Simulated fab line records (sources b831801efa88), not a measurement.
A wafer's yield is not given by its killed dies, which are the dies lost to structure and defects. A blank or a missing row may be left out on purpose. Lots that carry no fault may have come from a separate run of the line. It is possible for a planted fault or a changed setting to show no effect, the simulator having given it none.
fab line records -- flow sky130
record lots=5, wafers=15, last_day=50
route steps=708 shown VIA3@591 METAL4@598 CAP2M@603 PAD_OPEN@708
lots untouched by any fault: they come from a run of this same line in which no faults occurred
start_h: start of the lot's first displayed wafer, in hours after the record's first day -- wait_h: time in hours since the lot's previous step -- " repeats the value in the row above -- L1.1+2: one row covering several wafers at once -- - either no value or no given start -- * or withheld: withheld -- < > ~ a bound
route shown NAME@n: NAME is a module with steps in the file, n the number in the route of the first one -- usual: mean/standard deviation taken from wafers without a fault -- same: alike in all rows -- chamber/n: place in a boat -- sites: the reading at each site -- _std_site: standard deviation of those values -- _edge_site: the outer-site mean with the inner-site mean subtracted -- radius_mm: how far each site lies from the wafer's centre -- mask NAME#n: copy n -- behind: the last tool/chamber to shape the wafer -- hold: the reason the lot was held/the length of the hold in hours/how it ended -- device: transistor that didn't switch, given as n, p or np -- end of line: the tests these same wafers got at the end of their route -- a step given without rows: its recipe and nothing more -- killed: not the wafer's yield, but the dies lost to structure and defects at the first sort -- map: a wafer's dies, marking killed ones x, the rest . and places with no die _
set.NAME: setting as actually run; set.NAME@STEP: the setting as run at that earlier step -- model.NAME: the simulator's own value behind a step, which no gauge read
lots at some steps of the route; a table a step, a row a wafer
services: the hour from which a tool's chamber was out of use, counted from the record's first day as start_h (under 0 if before that day), plus the number of hours and why
## steps
# step SKY_VIA3_CLEAN_18
# recipe chemistry=IPA, time_s=180, temp_c=25
# step SKY_VIA3_CLEAN_19
# recipe chemistry=O3/DIW, dry=n2_spin
# step SKY_VIA3_SPUTTER_20
# recipe material=TiN, target_thk_nm=20, chamber_pressure_pa=5, power_w=4000, time_s=80
# step SKY_VIA3_CVD_21
# recipe material=W, target_thk_nm=390, time_s=117.31, temp_c=400, pressure_torr=40
# step SKY_VIA3_CMP_24
# recipe stop_on=SiO2, t_overpolish_s=20, down_force_psi=3.5, platen_rpm=60, target_thk_nm=0, pad_velocity_m_s=0.94248
# step SKY_METAL4_SPUTTER_00
# recipe material=Ti, target_thk_nm=15, power_w=3000, time_s=10, chamber_pressure_pa=0.4
# step SKY_METAL4_SPUTTER_01
# recipe material=TiN, target_thk_nm=20, power_w=6500, time_s=16.7, chamber_pressure_pa=0.4
# step SKY_METAL4_SPUTTER_02
# recipe material=AlCu, target_thk_nm=735, power_w=10600, time_s=39.1, chamber_pressure_pa=0.4
# step SKY_METAL4_SPUTTER_03
# recipe material=Ti, target_thk_nm=5, power_w=3000, time_s=3.3, chamber_pressure_pa=0.4
# step SKY_METAL4_SPUTTER_04
# recipe material=TiN, target_thk_nm=70, power_w=6500, time_s=58.3, chamber_pressure_pa=0.4
# step SKY_CAP2M_CVD_00
# recipe material=SiO2, target_thk_nm=15.5, temp_c=400, time_s=withheld, rf_w=450
# usual heater_power_outer_w=426/68, heater_power_w=722/110, rf_fwd_power_W=440.9/1.9
lot.wafer,tool,chamber,start_h,wait_h,heater_power_outer_w,heater_power_w,rf_fwd_power_W,model.SiO2_of_CAP2M_CVD_00.thk_nm
L533.1,pecvd-02,1,948.97,0.0,372,651,438.5,15.51
L533.4,pecvd-02,1,948.97,0.0,378,657,437.6,15.77
L533.6,pecvd-02,2,948.97,0.0,399,712,444.1,15.62
L542.2,pecvd-02,2,1009.22,0.0,389,707,513.2,16.07
L542.5,pecvd-02,2,1009.22,0.0,384,718,516.1,16.07
L542.6,pecvd-02,0,1009.22,0.0,460,760,510.0,16.25
L543.1,pecvd-02,2,1022.42,0.0,346,637,513.6,16.12
L543.2,pecvd-02,1,1022.42,0.0,369,636,511.1,16.24
L543.4,pecvd-02,0,1022.42,0.0,478,785,511.5,16.41
L544.2,pecvd-02,2,1030.61,0.0,407,727,513.1,16.16
L544.3,pecvd-02,0,1030.61,0.0,467,760,510.3,16.14
L544.4,pecvd-02,2,1030.61,0.0,413,741,513.9,16.38
L552.2,pecvd-04,0,1073.03,0.0,347,539,441.7,15.07
L552.3,pecvd-04,2,1073.03,0.0,375,652,442.5,15.13
L552.6,pecvd-04,0,1073.03,0.0,336,539,442.7,15.43
# step SKY_CAP2M_THK_MEAS_01
# recipe reads=SiO2_of_CAP2M_CVD_00
# usual CAP2M_CVD_00_THK=15.46/0.24
lot.wafer,tool,chamber,start_h,wait_h,CAP2M_CVD_00_THK[nm]
L533.1,film_metro-03,-,949.00,-,15.49
L533.4,film_metro-03,-,949.00,-,15.74
L533.6,film_metro-03,-,949.00,-,15.62
L542.2,film_metro-02,-,1009.25,-,16.09
L542.5,film_metro-02,-,1009.25,-,16.07
L542.6,film_metro-02,-,1009.25,-,16.25
L543.1,film_metro-03,-,1022.44,-,16.10
L543.2,film_metro-03,-,1022.44,-,16.23
L543.4,film_metro-03,-,1022.44,-,16.41
L544.2,film_metro-03,-,1030.64,-,16.18
L544.3,film_metro-03,-,1030.64,-,16.13
L544.4,film_metro-03,-,1030.64,-,16.36
L552.2,film_metro-02,-,1073.06,-,15.11
L552.3,film_metro-02,-,1073.06,-,15.15
L552.6,film_metro-02,-,1073.06,-,15.50
# step SKY_CAP2M_SPUTTER_02
# recipe material=TiN, target_thk_nm=200, temp_c=300, power_w=6500, time_s=166.7, chamber_pressure_pa=0.4
# step SKY_CAP2M_DEHYDRATE_05
# recipe temp_c=200, time_s=60
# step SKY_CAP2M_HMDS_06
# recipe prime_time_s=60, prime_temp_c=120
# step SKY_CAP2M_COAT_07
# recipe resist=NOVOLAK, spin_rpm=3000, resist_thk_nm=1140
# step SKY_CAP2M_SOFTBAKE_08
# recipe temp_c=90, time_s=60, resist=NOVOLAK
# step SKY_CAP2M_EXPOSE_09
# recipe mask_id=CAP2M, na=0.6, source_shape=conventional, sigma_outer=0.6, polarization=unpolarized, target_cd_nm=1000, dose_mj=159
# step SKY_CAP2M_PEB_10
# recipe temp_c=withheld, time_s=*, resist=NOVOLAK
# step SKY_CAP2M_DEVELOP_11
# recipe resist=NOVOLAK, developer=TMAH, develop_time_s=60, dev_temp_c=23
# step SKY_CAP2M_METAL_ETCH_13
# recipe target_depth_nm=220, stop_on=SiO2, chemistry=Cl2/BCl3, target=TiN, pressure_mtorr=10, icp_w=900, bias_w=48.5, Cl2_flow_sccm=60, bcl3_flow_sccm=30, time_s=62.9
# step SKY_CAP2M_STRIP_14
# recipe chemistry=O2/N2, power_w=1400, pressure_mtorr=1500, platen_temp_c=withheld, o2_flow_sccm=3000, n2_flow_sccm=300, overash_fraction=0.5
# step SKY_CAP2M_STRIP_15
# recipe chemistry=post_etch_residue_remover, time_s=1200, temp_c=72.5
# step SKY_CAP2M_CLEAN_16
# recipe chemistry=IPA, time_s=180, temp_c=25
# step SKY_CAP2M_CLEAN_17
# recipe chemistry=O3/DIW, dry=n2_spin
# step SKY_METAL4_DEHYDRATE_05
# recipe temp_c=200, time_s=60
# step SKY_METAL4_HMDS_06
# recipe prime_time_s=60, prime_temp_c=120
# step SKY_METAL4_COAT_07
# recipe resist=BARC, temp_c=withheld, time_s=withheld, spin_rpm=3000, resist_thk_nm=60
# step SKY_METAL4_COAT_08
# recipe resist=KrF-thick, spin_rpm=3000, resist_thk_nm=1140
# step SKY_METAL4_SOFTBAKE_09
# recipe temp_c=100, time_s=90, resist=KrF-thick
# step SKY_METAL4_EXPOSE_10
# recipe mask_id=MM4, na=0.68, source_shape=annular, sigma_inner=0.4, sigma_outer=0.8, target_cd_nm=300, dose_mj=28
# step SKY_METAL4_PEB_11
# recipe peb_temp_c=withheld, peb_time_s=withheld, resist=KrF-thick
# step SKY_METAL4_DEVELOP_12
# recipe develop_time_s=60, resist=KrF-thick, dev_temp_c=21
# step SKY_METAL4_DESCUM_15
# recipe chemistry=O2, source_power_w=150, bias_power_w=0, pressure_mtorr=10, temp_c=40, time_s=8
# step SKY_METAL4_ETCH_16
# recipe chemistry=N2/H2, target=BARC, ion_energy_ev=200, bias_w=100, pressure_mtorr=30, n2_flow_sccm=100, h2_flow_sccm=200, icp_w=500, stop_on=SiO2, time_s=88.2, target_depth_a=600
# step SKY_METAL4_ETCH_17
# recipe target=SiO2, stop_on=TiN, chemistry=C4F8/O2/Ar, source_w=1500, bias_w=1200, pressure_mtorr=40, c4f8_flow_sccm=withheld, O2_flow_sccm=6, Ar_flow_sccm=300, time_s=3.9, target_depth_a=150
# usual bias_w=1200/3.8, oes_product_au=0.753/0.0076, rf_fwd_power_W=1470/7.9
lot.wafer,tool,chamber,start_h,wait_h,bias_w,oes_product_au,rf_fwd_power_W,rf_hours_counter_h,model.etch.depth_nm
L533.1,rie_diel-01,0,998.64,0.1,1202,0.755,1481,17,15.51
L533.4,rie_diel-01,0,998.64,0.1,1196,0.768,1481,-,15.77
L533.6,rie_diel-01,3,998.64,0.1,1208,0.763,1474,-,15.62
L542.2,rie_diel-03,2,1055.36,0.1,1198,0.774,1464,24,16.07
L542.5,rie_diel-03,0,1055.36,0.1,1196,0.769,1473,-,16.07
L542.6,rie_diel-03,3,1055.36,0.1,1197,0.776,1466,-,16.25
L543.1,rie_diel-03,1,1067.34,0.1,1197,0.766,1464,20,16.12
L543.2,rie_diel-03,0,1067.34,0.1,1206,0.773,1481,10,16.24
L543.4,rie_diel-03,3,1067.34,0.1,1197,0.773,1460,6,16.41
L544.2,rie_diel-01,3,1074.84,0.1,1197,0.770,1475,3,16.16
L544.3,rie_diel-01,2,1074.84,0.1,1201,0.772,1467,2,16.14
L544.4,rie_diel-01,0,1074.84,0.1,1199,0.777,1482,20,16.38
L552.2,rie_diel-03,2,1115.24,0.1,1198,0.736,1475,26,15.07
L552.3,rie_diel-03,0,1115.24,0.1,1201,0.740,1479,11,15.13
L552.6,rie_diel-03,0,1115.24,0.1,1196,0.753,1478,-,15.43
# step SKY_PAD_OPEN_PROBE_99
# usual defect_limited_yield=82.5/1.9, killed_at_M0_to_M3=43/7.6, killed_at_M4_up=2.9/1.7, killed_at_contacts=24/5.5, killed_at_front_end=15/4.2, killed_at_other=0.3/0.52, killed_dies=86/9.4, killed_open=47/7, killed_short=39/6.4, sort_bin_3_pad_short=0.9/0.4, sort_bin_5_function=10.3/1.6, sort_bin_6_memory=6.2/1.1, sort_n_pass=406/9.4, sort_yield_pct=82.5/1.9
# same gross_dies=492, killed_at_back_side=0, sort_bin_4_leakage[%]=0, sort_bin_8_speed[%]=0
lot.wafer,tool,chamber,start_h,wait_h,defect_limited_yield[%],killed_at_M0_to_M3,killed_at_M4_up,killed_at_contacts,killed_at_front_end,killed_at_other,killed_dies,killed_open,killed_short,sort_bin_3_pad_short[%],sort_bin_5_function[%],sort_bin_6_memory[%],sort_n_pass,sort_yield_pct[%],model.etest.cap_mim2.bv_v,model.etest.cap_mim2.c_ff_um2
L533.1,prober-01,-,1091.23,0.1,82.9,42,4,18,18,2,84,45,39,0.6,10.4,6.1,408,82.9,13.92,2.333
L533.4,prober-01,-,1091.38,0.2,80.5,52,1,30,13,0,96,58,38,0.2,12.0,7.3,396,80.5,14.03,2.292
L533.6,prober-01,-,1091.48,0.2,79.3,56,1,25,20,0,102,59,43,1.0,13.2,6.5,390,79.3,13.99,2.308
L542.2,prober-01,-,1143.65,0.1,83.3,39,2,27,14,0,82,51,30,1.0,10.2,5.5,410,83.3,14.54,2.254
L542.5,prober-01,-,1143.80,0.2,81.3,48,4,29,11,0,92,51,41,1.0,9.8,7.9,400,81.3,14.45,2.24
L542.6,prober-01,-,1143.85,0.2,80.5,41,3,32,20,0,96,56,39,0.6,13.0,5.9,396,80.5,15.35,2.235
L543.1,prober-02,-,1151.93,0.1,85.6,31,6,19,15,0,71,31,36,0.8,7.1,6.5,421,85.6,14.02,2.245
L543.2,prober-02,-,1151.98,0.1,83.9,32,3,25,19,0,79,43,35,1.0,8.7,6.3,413,83.9,14.21,2.244
L543.4,prober-02,-,1152.08,0.2,83.1,38,2,29,14,0,83,46,35,1.4,9.1,6.3,409,83.1,14.14,2.207
L544.2,prober-01,-,1158.88,0.1,83.3,29,3,35,15,0,82,39,43,0.8,9.6,6.3,410,83.3,14.91,2.23
L544.3,prober-01,-,1158.93,0.2,84.1,35,5,26,12,0,78,43,35,0.6,9.8,5.5,414,84.1,14.19,2.253
L544.4,prober-01,-,1158.98,0.2,82.7,41,4,24,16,0,85,49,36,1.6,10.2,5.5,407,82.7,14.59,2.22
L552.2,prober-01,-,1192.15,0.1,80.9,52,4,30,8,0,94,46,48,1.6,11.2,6.3,398,80.9,13.61,2.398
L552.3,prober-01,-,1192.20,0.2,83.5,35,1,26,19,0,81,39,42,0.6,11.0,4.9,411,83.5,13.3,2.411
L552.6,prober-01,-,1192.35,0.2,82.3,44,8,18,16,1,87,38,49,1.2,11.2,5.3,405,82.3,13.98,2.359
# killed by level:class
L533.1 CONTACT:geometric_particle:open=10 VIA1:geometric_particle:short=10 VIA1:geometric_particle:open=8 FIELD_ISO:geometric_particle:open=7 VIA3:geometric_particle:open=7 METAL2:geometric_particle:short=7 FIELD_ISO:geometric_particle:short=5 VIA2:geometric_particle:open=5
L533.4 VIA1:geometric_particle:open=14 CONTACT:geometric_particle:open=13 VIA2:geometric_particle:open=9 LI_CONTACT:geometric_particle:open=7 VIA3:geometric_particle:open=7 METAL1:geometric_particle:short=6 POLY_GATE:geometric_particle:short=5 CONTACT:geometric_particle:short=5
L533.6 LI_CONTACT:geometric_particle:open=11 METAL1:geometric_particle:short=10 VIA2:geometric_particle:open=9 CONTACT:geometric_particle:open=8 VIA1:geometric_particle:open=8 VIA3:geometric_particle:open=6 FIELD_ISO:geometric_particle:short=5 METAL2:geometric_particle:short=5
L542.2 CONTACT:geometric_particle:open=12 VIA1:geometric_particle:open=10 CONTACT:geometric_particle:short=7 VIA2:geometric_particle:open=7 LI_CONTACT:geometric_particle:open=5 METAL1:geometric_particle:short=5 VIA3:geometric_particle:open=5 FIELD_ISO:geometric_particle:open=4
L542.5 CONTACT:geometric_particle:open=16 METAL2:geometric_particle:short=9 VIA1:geometric_particle:open=8 VIA3:geometric_particle:open=8 METAL1:geometric_particle:short=7 FIELD_ISO:geometric_particle:open=5 VIA2:geometric_particle:open=5 LI_CONTACT:geometric_particle:open=4
L542.6 CONTACT:geometric_particle:open=16 VIA1:geometric_particle:open=11 VIA3:geometric_particle:open=9 CONTACT:geometric_particle:short=7 FIELD_ISO:geometric_particle:short=6 VIA2:geometric_particle:open=5 FIELD_ISO:geometric_particle:open=4 LI_CONTACT:geometric_particle:short=4
L543.1 VIA1:geometric_particle:open=8 CONTACT:geometric_particle:open=7 CONTACT:geometric_particle:short=6 FIELD_ISO:geometric_particle:short=5 POLY_GATE:geometric_particle:short=5 VIA1:geometric_particle:short=4 VIA4:coat_microbubble_printed=4 FIELD_ISO:geometric_particle:open=3
L543.2 CONTACT:geometric_particle:open=10 LI_CONTACT:geometric_particle:open=7 POLY_GATE:geometric_particle:open=6 VIA3:geometric_particle:open=5 LI_CONTACT:geometric_particle:short=4 VIA1:geometric_particle:open=4 VIA3:geometric_particle:short=4 METAL2:geometric_particle:short=4
L543.4 CONTACT:geometric_particle:open=15 VIA1:geometric_particle:open=9 VIA3:geometric_particle:open=6 LI_CONTACT:geometric_particle:open=5 VIA1:geometric_particle:short=5 FIELD_ISO:geometric_particle:open=4 FIELD_ISO:geometric_particle:short=4 LOCAL_INTERCONNECT:geometric_particle:short=4
L544.2 CONTACT:geometric_particle:open=13 CONTACT:geometric_particle:short=7 LI_CONTACT:geometric_particle:open=6 FIELD_ISO:geometric_particle:short=5 VIA1:geometric_particle:short=5 VIA3:geometric_particle:short=5 LOCAL_INTERCONNECT:geometric_particle:short=4 FIELD_ISO:geometric_particle:open=4
L544.3 VIA1:geometric_particle:open=9 LI_CONTACT:geometric_particle:open=7 CONTACT:geometric_particle:open=6 VIA3:geometric_particle:open=5 CONTACT:geometric_particle:short=5 METAL1:geometric_particle:short=5 METAL4:geometric_particle:short=5 SPACER:geometric_particle:open=4
L544.4 VIA1:geometric_particle:open=11 VIA2:geometric_particle:open=8 CONTACT:geometric_particle:open=7 CONTACT:geometric_particle:short=6 LI_CONTACT:geometric_particle:open=5 FIELD_ISO:geometric_particle:short=4 VIA1:geometric_particle:short=4 LOCAL_INTERCONNECT:geometric_particle:short=4
L552.2 VIA3:geometric_particle:open=11 CONTACT:geometric_particle:open=9 LOCAL_INTERCONNECT:geometric_particle:short=8 VIA1:geometric_particle:open=7 METAL2:geometric_particle:short=6 VIA2:geometric_particle:open=6 VIA3:geometric_particle:short=5 FIELD_ISO:geometric_particle:short=4
L552.3 CONTACT:geometric_particle:open=8 METAL2:geometric_particle:short=8 LOCAL_INTERCONNECT:geometric_particle:short=7 VIA3:geometric_particle:open=7 FIELD_ISO:geometric_particle:short=6 FIELD_ISO:geometric_particle:open=6 LI_CONTACT:geometric_particle:open=5 VIA2:geometric_particle:open=5
L552.6 METAL2:geometric_particle:short=8 VIA3:geometric_particle:open=7 METAL1:geometric_particle:short=6 CONTACT:geometric_particle:short=5 METAL4:geometric_particle:short=5 POLY_GATE:geometric_particle:short=4 POLY_GATE:geometric_particle:open=4 VIA1:geometric_particle:open=4
## services
tool,chamber,start_h,hours,kind
rie_diel-01,-,940.42,0.6,repair
rie_diel-01,0,949.26,4.1,repair
rie_diel-01,3,959.14,-,clean
rie_diel-01,3,959.14,15.3,scheduled_down
rie_diel-01,3,959.14,15.3,vent_cycle
rie_diel-03,3,982.77,10.1,repair
rie_diel-01,2,990.85,-,clean
rie_diel-01,2,990.85,17.7,scheduled_down
rie_diel-01,2,990.85,17.7,vent_cycle
pecvd-04,1,997.59,4.6,scheduled_down
rie_diel-03,2,1019.87,11.3,repair
pecvd-04,2,1041.06,5.5,scheduled_down
pecvd-04,0,1052.73,5.5,scheduled_down
pecvd-02,1,1055.69,4.8,repair
rie_diel-01,2,1064.84,2.6,repair
rie_diel-01,0,1095.51,10.6,repair
rie_diel-01,1,1098.71,19.6,repair
pecvd-04,0,1107.69,2.1,scheduled_down
pecvd-02,1,1109.94,4.5,repair
pecvd-04,1,1113.84,1.9,repair
## key
first_sign step=SKY_CAP2M_CVD_00, reading=rf_fwd_power_W, direction=up, sigmas=38, usual=440.9, struck=512.5
effect step=SKY_CAP2M_THK_MEAS_01, reading=CAP2M_CVD_00_THK, direction=up, sigmas=3.1, usual=15.46, struck=16.20
model_effect step=SKY_CAP2M_CVD_00, value=SiO2_of_CAP2M_CVD_00.thk_nm, without=15.5, struck=16.2
model_effect step=SKY_METAL4_ETCH_17, value=etch.depth_nm, without=15.5, struck=16.2
model_effect step=SKY_PAD_OPEN_PROBE_99, value=etest.cap_mim2.bv_v, without=13.86, struck=14.49
met_at SKY_CAP2M_CVD_00
struck_wafers L542.2,L542.5,L542.6,L543.1,L543.2,L543.4,L544.2,L544.3,L544.4
onset_between 948.97 1009.22
fault kind=process_parameter_drift, tool=pecvd-02, chamber=-, onset_h=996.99, steps=SKY_CAP2M_CVD_00, channel=rf_w, offset=72, shape=step, end_h=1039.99, acts_in=these_recipes_only, stated=450
